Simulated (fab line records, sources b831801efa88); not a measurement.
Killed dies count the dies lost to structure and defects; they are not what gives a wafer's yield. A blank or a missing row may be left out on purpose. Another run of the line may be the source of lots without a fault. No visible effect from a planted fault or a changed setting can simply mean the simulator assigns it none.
Which tool did it? || flow gf180mcu || 12 lots, 36 wafers sampled, at 5 steps of a route of 602

WHAT EACH GAUGE READ, for each wafer
GF_VT_IMPLANT_TW_MEAS_32.
{"lot": "L359", "measured": "day 7 08:12", "on": "film-metro-02", "VT_IMPLANT_3_TW": "269.5 268.7 269.7"}
{"lot": "L361", "measured": "day 7 21:47", "on": "film-metro-02", "VT_IMPLANT_3_TW": "267.3 268.4 268.4"}
{"lot": "L363", "measured": "day 8 11:47", "on": "film-metro-01", "VT_IMPLANT_3_TW": "270.4 268.7 269.8"}
{"lot": "L369", "measured": "day 10 03:18", "on": "film-metro-02", "VT_IMPLANT_3_TW": "265.0 268.2 266.4"}
{"lot": "L370", "measured": "day 10 10:25", "on": "film-metro-01", "VT_IMPLANT_3_TW": "268.6 268.8 268.0"}
{"lot": "L371", "measured": "day 10 14:54", "on": "film-metro-03", "VT_IMPLANT_3_TW": "267.4 266.5 267.3"}
{"lot": "L373", "measured": "day 11 04:51", "on": "film-metro-01", "VT_IMPLANT_3_TW": "269.6 269.5 270.2"}
{"lot": "L374", "measured": "day 11 10:07", "on": "film-metro-02", "VT_IMPLANT_3_TW": "267.4 267.3 267.9"}
{"lot": "L375", "measured": "day 11 17:31", "on": "film-metro-02", "VT_IMPLANT_3_TW": "268.1 265.8 267.0"}
{"lot": "L377", "measured": "day 12 06:11", "on": "film-metro-01", "VT_IMPLANT_3_TW": "270.5 270.1 270.7"}
{"lot": "L378", "measured": "day 12 12:06", "on": "film-metro-01", "VT_IMPLANT_3_TW": "269.6 271.2 271.9"}
{"lot": "L379", "measured": "day 12 20:56", "on": "film-metro-02", "VT_IMPLANT_3_TW": "267.3 266.6 265.7"}

GF_HV_LDD_OVL_MEAS_08.
{"lot": "L359", "measured": "day 10 14:19", "on": "overlay-01", "HV_LDD_OVL (nm)": "1.7 0.4 1.6"}
{"lot": "L361", "measured": "day 11 03:58", "on": "overlay-02", "HV_LDD_OVL (nm)": "2.5 0.4 2.2"}
{"lot": "L363", "measured": "day 12 01:01", "on": "overlay-01", "HV_LDD_OVL (nm)": "2.2 1.6 0.6"}
{"lot": "L373", "measured": "day 14 18:49", "on": "overlay-02", "HV_LDD_OVL (nm)": "-0.6 -0.5 -0.4"}
{"lot": "L374", "measured": "day 15 04:07", "on": "overlay-01", "HV_LDD_OVL (nm)": "2.4 1.2 2.2"}
{"lot": "L375", "measured": "day 15 09:25", "on": "overlay-01", "HV_LDD_OVL (nm)": "0.4 0.8 0.2"}
{"lot": "L377", "measured": "day 15 22:53", "on": "overlay-02", "HV_LDD_OVL (nm)": "1.1 0.5 -0.8"}
{"lot": "L378", "measured": "day 16 08:13", "on": "overlay-01", "HV_LDD_OVL (nm)": "-0.4 -0.9 -0.6"}
{"lot": "L379", "measured": "day 16 17:28", "on": "overlay-01", "HV_LDD_OVL (nm)": "0.9 2.1 1.3"}

EACH LOT AND THE TOOL THAT RAN IT (in order: tool; ch and the chambers of the sampled wafers; start)
{"lot": "L359", "GF_POLY_GATE_ETCH_12": "rie-diel-03 ch 0,1,2, day 9 17:37", "GF_POLY_GATE_ETCH_13": "rie-si-01 ch 1,3, day 9 17:40", "GF_POLY_GATE_STRIP_14": "plasma-asher-03 ch 0,1, day 9 17:46"}
{"lot": "L361", "GF_POLY_GATE_ETCH_12": "rie-diel-02 ch 0,2,3, day 10 08:04", "GF_POLY_GATE_ETCH_13": "rie-si-01 ch 0,1,3, day 10 08:07", "GF_POLY_GATE_STRIP_14": "plasma-asher-01 ch 0,1, day 10 08:11"}
{"lot": "L363", "GF_POLY_GATE_ETCH_12": "rie-diel-01 ch 0,1,2, day 11 04:31", "GF_POLY_GATE_ETCH_13": "rie-si-01 ch 0,1,2, day 11 04:34", "GF_POLY_GATE_STRIP_14": "plasma-asher-03 ch 0,1, day 11 04:37"}
{"lot": "L369", "GF_POLY_GATE_ETCH_12": "rie-diel-01 ch 0,2, day 12 16:27", "GF_POLY_GATE_ETCH_13": "rie-si-01 ch 0,2, day 12 16:30", "GF_POLY_GATE_STRIP_14": "plasma-asher-02 ch 0,1, day 12 16:34"}
{"lot": "L370", "GF_POLY_GATE_ETCH_12": "rie-diel-03 ch 0,2,3, day 13 03:55", "GF_POLY_GATE_ETCH_13": "rie-si-02 ch 1,2, day 13 03:58", "GF_POLY_GATE_STRIP_14": "plasma-asher-01 ch 0,1, day 13 04:03"}
{"lot": "L371", "GF_POLY_GATE_ETCH_12": "rie-diel-03 ch 1,3, day 13 08:01", "GF_POLY_GATE_ETCH_13": "rie-si-02 ch 0,2,3, day 13 08:04", "GF_POLY_GATE_STRIP_14": "plasma-asher-02 ch 0,1, day 13 08:07"}
{"lot": "L373", "GF_POLY_GATE_ETCH_12": "rie-diel-01 ch 0,1,2, day 13 20:10", "GF_POLY_GATE_ETCH_13": "rie-si-02 ch 1,3, day 13 20:13", "GF_POLY_GATE_STRIP_14": "plasma-asher-01 ch 0,1, day 13 20:17"}
{"lot": "L374", "GF_POLY_GATE_ETCH_12": "rie-diel-03 ch 2,3, day 14 05:13", "GF_POLY_GATE_ETCH_13": "rie-si-01 ch 0,1, day 14 05:16", "GF_POLY_GATE_STRIP_14": "plasma-asher-01 ch 0,1, day 14 05:19"}
{"lot": "L375", "GF_POLY_GATE_ETCH_12": "rie-diel-01 ch 0,1,2, day 14 10:43", "GF_POLY_GATE_ETCH_13": "rie-si-01 ch 1,2,3, day 14 10:46", "GF_POLY_GATE_STRIP_14": "plasma-asher-03 ch 0,1, day 14 10:50"}
{"lot": "L377", "GF_POLY_GATE_ETCH_12": "rie-diel-03 ch 0,1,3, day 14 23:49", "GF_POLY_GATE_ETCH_13": "rie-si-02 ch 0,1, day 14 23:52", "GF_POLY_GATE_STRIP_14": "plasma-asher-01 ch 0,1, day 14 23:58"}
{"lot": "L378", "GF_POLY_GATE_ETCH_12": "rie-diel-02 ch 1,2,3, day 15 08:33", "GF_POLY_GATE_ETCH_13": "rie-si-02 ch 0,3, day 15 08:36", "GF_POLY_GATE_STRIP_14": "plasma-asher-01 ch 0,1, day 15 08:39"}
{"lot": "L379", "GF_POLY_GATE_ETCH_12": "rie-diel-01 ch 2,3, day 15 16:13", "GF_POLY_GATE_ETCH_13": "rie-si-01 ch 0,3, day 15 16:16", "GF_POLY_GATE_STRIP_14": "plasma-asher-03 ch 0,1, day 15 16:20"}
- GF_POLY_GATE_ETCH_12: etches BARC in N2/H2.
- GF_POLY_GATE_ETCH_13: etches poly-Si in HBr/Cl2, stops on SiO2, target depth 198.5 nm, time 69.6 s.
- GF_POLY_GATE_STRIP_14: strips in O2/N2.

WHAT THE TOOLS THEMSELVES READ (means of the sampled wafers that have a number; where no wafer has one, the mark that the record gives instead)
GF_POLY_GATE_ETCH_12.
{"lot": "L359", "tool": "rie-diel-03", "bias-w (W)": 100.04, "chamber-pressure-mTorr (mTorr)": 29.993, "drypump-motor-current-A (A)": 5.4, "oes-product-au (a.u.)": 0.735, "throttle-valve-pct (%)": 13.224}
{"lot": "L361", "tool": "rie-diel-02", "bias-w (W)": 99.74, "chamber-pressure-mTorr (mTorr)": 30.003, "drypump-motor-current-A (A)": 6.0, "oes-product-au (a.u.)": 0.736, "throttle-valve-pct (%)": 13.216}
{"lot": "L363", "tool": "rie-diel-01", "bias-w (W)": 99.77, "chamber-pressure-mTorr (mTorr)": 30.031, "drypump-motor-current-A (A)": 6.0, "oes-product-au (a.u.)": 0.738, "throttle-valve-pct (%)": 13.212}
{"lot": "L369", "tool": "rie-diel-01", "bias-w (W)": 99.92, "chamber-pressure-mTorr (mTorr)": 30.019, "drypump-motor-current-A (A)": 6.2, "oes-product-au (a.u.)": 0.733, "throttle-valve-pct (%)": 13.208}
{"lot": "L370", "tool": "rie-diel-03", "bias-w (W)": 99.94, "chamber-pressure-mTorr (mTorr)": 29.987, "drypump-motor-current-A (A)": 5.4, "oes-product-au (a.u.)": 0.735, "throttle-valve-pct (%)": 13.220}
{"lot": "L371", "tool": "rie-diel-03", "bias-w (W)": 100.09, "chamber-pressure-mTorr (mTorr)": 29.986, "drypump-motor-current-A (A)": 5.3, "oes-product-au (a.u.)": 0.738, "throttle-valve-pct (%)": 13.216}
{"lot": "L373", "tool": "rie-diel-01", "bias-w (W)": 99.99, "chamber-pressure-mTorr (mTorr)": 30.005, "drypump-motor-current-A (A)": 6.0, "oes-product-au (a.u.)": 0.735, "throttle-valve-pct (%)": 13.223}
{"lot": "L374", "tool": "rie-diel-03", "bias-w (W)": 99.98, "chamber-pressure-mTorr (mTorr)": 29.995, "drypump-motor-current-A (A)": 5.0, "oes-product-au (a.u.)": 0.741, "throttle-valve-pct (%)": 13.219}
{"lot": "L375", "tool": "rie-diel-01", "bias-w (W)": 100.42, "chamber-pressure-mTorr (mTorr)": 29.997, "drypump-motor-current-A (A)": 6.0, "oes-product-au (a.u.)": 0.740, "throttle-valve-pct (%)": 13.214}
{"lot": "L377", "tool": "rie-diel-03", "bias-w (W)": 99.84, "chamber-pressure-mTorr (mTorr)": 30.004, "drypump-motor-current-A (A)": 5.6, "oes-product-au (a.u.)": 0.733, "throttle-valve-pct (%)": 13.220}
{"lot": "L378", "tool": "rie-diel-02", "bias-w (W)": 99.95, "chamber-pressure-mTorr (mTorr)": 29.992, "drypump-motor-current-A (A)": 6.1, "oes-product-au (a.u.)": 0.732, "throttle-valve-pct (%)": 13.209}
{"lot": "L379", "tool": "rie-diel-01", "bias-w (W)": 100.08, "chamber-pressure-mTorr (mTorr)": 30.018, "drypump-motor-current-A (A)": 6.1, "oes-product-au (a.u.)": 0.735, "throttle-valve-pct (%)": 13.215}

GF_POLY_GATE_ETCH_13.
{"lot": "L359", "tool": "rie-si-01", "HBr_flow_sccm (sccm)": 149.8, "bias-w (W)": 99.77, "drypump-motor-current-A (A)": 5.2, "oes-product-au (a.u.)": 0.994, "throttle-valve-pct (%)": 33.692}
{"lot": "L361", "tool": "rie-si-01", "HBr_flow_sccm (sccm)": 150.2, "bias-w (W)": 99.83, "drypump-motor-current-A (A)": 5.3, "oes-product-au (a.u.)": 0.985, "throttle-valve-pct (%)": 33.695}
{"lot": "L363", "tool": "rie-si-01", "HBr_flow_sccm (sccm)": 150.1, "bias-w (W)": 99.76, "drypump-motor-current-A (A)": 5.6, "oes-product-au (a.u.)": 0.988, "throttle-valve-pct (%)": 33.686}
{"lot": "L369", "tool": "rie-si-01", "HBr_flow_sccm (sccm)": "-", "bias-w (W)": "-", "drypump-motor-current-A (A)": "-", "oes-product-au (a.u.)": "-", "throttle-valve-pct (%)": "-"}
{"lot": "L370", "tool": "rie-si-02", "HBr_flow_sccm (sccm)": "-", "bias-w (W)": "-", "drypump-motor-current-A (A)": "-", "oes-product-au (a.u.)": "-", "throttle-valve-pct (%)": "-"}
{"lot": "L371", "tool": "rie-si-02", "HBr_flow_sccm (sccm)": "-", "bias-w (W)": "-", "drypump-motor-current-A (A)": "-", "oes-product-au (a.u.)": "-", "throttle-valve-pct (%)": "-"}
{"lot": "L373", "tool": "rie-si-02", "HBr_flow_sccm (sccm)": 150.0, "bias-w (W)": 100.03, "drypump-motor-current-A (A)": 5.8, "oes-product-au (a.u.)": 1.004, "throttle-valve-pct (%)": 33.676}
{"lot": "L374", "tool": "rie-si-01", "HBr_flow_sccm (sccm)": 150.2, "bias-w (W)": 99.66, "drypump-motor-current-A (A)": 5.3, "oes-product-au (a.u.)": 0.994, "throttle-valve-pct (%)": 33.680}
{"lot": "L375", "tool": "rie-si-01", "HBr_flow_sccm (sccm)": 150.4, "bias-w (W)": 99.95, "drypump-motor-current-A (A)": 5.6, "oes-product-au (a.u.)": 0.994, "throttle-valve-pct (%)": 33.679}
{"lot": "L377", "tool": "rie-si-02", "HBr_flow_sccm (sccm)": 150.3, "bias-w (W)": 99.98, "drypump-motor-current-A (A)": 5.9, "oes-product-au (a.u.)": 1.003, "throttle-valve-pct (%)": 33.686}
{"lot": "L378", "tool": "rie-si-02", "HBr_flow_sccm (sccm)": 150.1, "bias-w (W)": 99.90, "drypump-motor-current-A (A)": 5.1, "oes-product-au (a.u.)": 0.994, "throttle-valve-pct (%)": 33.683}
{"lot": "L379", "tool": "rie-si-01", "HBr_flow_sccm (sccm)": 150.0, "bias-w (W)": 99.82, "drypump-motor-current-A (A)": 5.0, "oes-product-au (a.u.)": 0.990, "throttle-valve-pct (%)": 33.690}

GF_POLY_GATE_STRIP_14.
{"lot": "L359", "tool": "plasma-asher-03", "drypump-motor-current-A (A)": 5.8, "heater-power-w (W)": 345, "oes-product-au (a.u.)": 0.505}
{"lot": "L361", "tool": "plasma-asher-01", "drypump-motor-current-A (A)": 5.4, "heater-power-w (W)": 345, "oes-product-au (a.u.)": 0.507}
{"lot": "L363", "tool": "plasma-asher-03", "drypump-motor-current-A (A)": 5.8, "heater-power-w (W)": 342, "oes-product-au (a.u.)": 0.503}
{"lot": "L369", "tool": "plasma-asher-02", "drypump-motor-current-A (A)": 6.2, "heater-power-w (W)": 374, "oes-product-au (a.u.)": 0.543}
{"lot": "L370", "tool": "plasma-asher-01", "drypump-motor-current-A (A)": 5.5, "heater-power-w (W)": 337, "oes-product-au (a.u.)": 0.541}
{"lot": "L371", "tool": "plasma-asher-02", "drypump-motor-current-A (A)": 6.1, "heater-power-w (W)": 372, "oes-product-au (a.u.)": 0.545}
{"lot": "L373", "tool": "plasma-asher-01", "drypump-motor-current-A (A)": 5.4, "heater-power-w (W)": 344, "oes-product-au (a.u.)": 0.502}
{"lot": "L374", "tool": "plasma-asher-01", "drypump-motor-current-A (A)": 5.5, "heater-power-w (W)": 344, "oes-product-au (a.u.)": 0.504}
{"lot": "L375", "tool": "plasma-asher-03", "drypump-motor-current-A (A)": 5.8, "heater-power-w (W)": 341, "oes-product-au (a.u.)": 0.503}
{"lot": "L377", "tool": "plasma-asher-01", "drypump-motor-current-A (A)": 5.5, "heater-power-w (W)": 339, "oes-product-au (a.u.)": 0.504}
{"lot": "L378", "tool": "plasma-asher-01", "drypump-motor-current-A (A)": 5.5, "heater-power-w (W)": 345, "oes-product-au (a.u.)": 0.504}
{"lot": "L379", "tool": "plasma-asher-03", "drypump-motor-current-A (A)": 5.8, "heater-power-w (W)": 337, "oes-product-au (a.u.)": 0.506}

THE ANSWER, worked out from the rows above alone
Rule: what is usual is taken from the lots themselves. The widest of any qualifying gaps counts: lots, ordered by their means at a reading, are off when they make up no more than a third of the lots, leave a main group of 4 or more, and stand apart from it by 3 or more times the standard deviation of that group's means. Not used: any main group whose means are identical at the precision the tables above print for the reading. A lot without any number at a reading at which 4 lots or more have one is off too. All remaining lots with rows at the step are treated as sound. First the gauges in route order, then the tools' own readings, where a lot's mean is used as printed above. The first step at which some lot is off is used, and at that step the reading that is off furthest; a lot without a number counts as furthest.
Off: L369, L370, L371, at GF_POLY_GATE_ETCH_13 (HBr_flow_sccm). Without a number there: L369, L370, L371. The main group: mean 150.1 sccm, standard deviation 0.17.
A tool fits if, at that step or a process step before it, it ran every lot that is off, and no sound lot after the first of them. No candidate that was tried fits.

WHAT WAS PUT IN BY THE SIMULATOR
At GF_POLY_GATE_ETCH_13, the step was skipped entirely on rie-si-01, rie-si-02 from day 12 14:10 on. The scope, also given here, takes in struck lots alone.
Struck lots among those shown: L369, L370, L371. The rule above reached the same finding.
